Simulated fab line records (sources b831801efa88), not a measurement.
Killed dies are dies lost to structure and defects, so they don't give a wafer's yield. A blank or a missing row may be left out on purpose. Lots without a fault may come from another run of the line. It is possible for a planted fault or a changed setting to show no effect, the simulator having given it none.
A lot that was struck, set against a sound lot :: flow sky130 :: 14 steps out of a route of 708
Sound: the wafers L565.1, L565.2, L565.5. The struck wafers were L577.1, L577.2, L577.4. The cause is given at the end.
For every step that has rows: the tool of each side, followed by ch and its chambers, followed by its first start. Under that, the readings that differ: sound wafers :: struck wafers :: difference of the means :: sigmas: that difference in standard deviations of wafers without a fault.
alike: same words and numbers on both sides, and readings whose means sit less than 2 such deviations apart. not compared: any withheld reading, any reading some wafer has no value for, any bound like >300 that may hide the same value, and any number with overlapping values for which the record gives no deviation.
Wherever a step has rows on one side only, a row that says differs or no value, or a row with sigmas, the two part there. Numbers that don't overlap but have no deviation are shown without sigmas and don't part them. A reading that every wafer of one side lacks parts them only if that side has two wafers or more.

first, 2 steps without rows for these wafers: SKY_PWDE_PEB_05; SKY_PWDE_DEVELOP_06 (develop time 60 s).
SKY_PWDE_OVL_MEAS_07:
  sound: overlay-01 at day 4 07:01; struck: overlay-02 at day 7 02:15
  alike: PWDE_OVL
then, 1 step without rows for these wafers: SKY_PWDE_IMPLANT_08.
SKY_PWDE_STRIP_09: strips in O2/N2.
  sound on plasma_asher-03 ch 0,1, day 4 07:11; struck on plasma_asher-02 ch 0,1, day 7 02:26
  alike: drypump_motor_current_A, oes_product_au, strip_time_to_endpoint_s
  not compared: rf_hours_counter_h
SKY_PWDE_TW_MEAS_10:
  sound: film_metro-04 at day 4 07:17; struck: film_metro-04 at day 7 02:32
  alike: PWDE_TW
then, 6 steps without rows for these wafers: SKY_NWELL_DEHYDRATE_03 (time 60 s); SKY_NWELL_HMDS_04 (prime time 60 s); SKY_NWELL_COAT_05 (resist thk 3000 nm); SKY_NWELL_SOFTBAKE_06; SKY_NWELL_EXPOSE_07 (exposes mask NWM, target cd 840 nm); SKY_NWELL_PEB_08.
SKY_NWELL_DEVELOP_09: develop time 60 s.
  struck on litho_track-04, day 7 21:00; sound on litho_track-02 ch 0, day 5 00:00
  no value came back on the struck wafers for chill_plate_temp_C (C), develop_time_s (s), resist_line_temp_C (C); on the sound wafers chill_plate_temp_C (C) reads 22.94 22.91 22.99
SKY_NWELL_OVL_MEAS_10:
  sound: overlay-02 at day 5 00:19; struck: overlay-01 at day 7 22:06
reading: NWELL_00_OVL (nm)
sound: -3.1 -2.2 -2.3
struck: - - -
difference: no value on the struck wafers
sigmas: 

## WHERE THEY PART
At SKY_NWELL_DEVELOP_09 first; at SKY_NWELL_OVL_MEAS_10 last (within this record only).

WHY: the cause the simulator had injected
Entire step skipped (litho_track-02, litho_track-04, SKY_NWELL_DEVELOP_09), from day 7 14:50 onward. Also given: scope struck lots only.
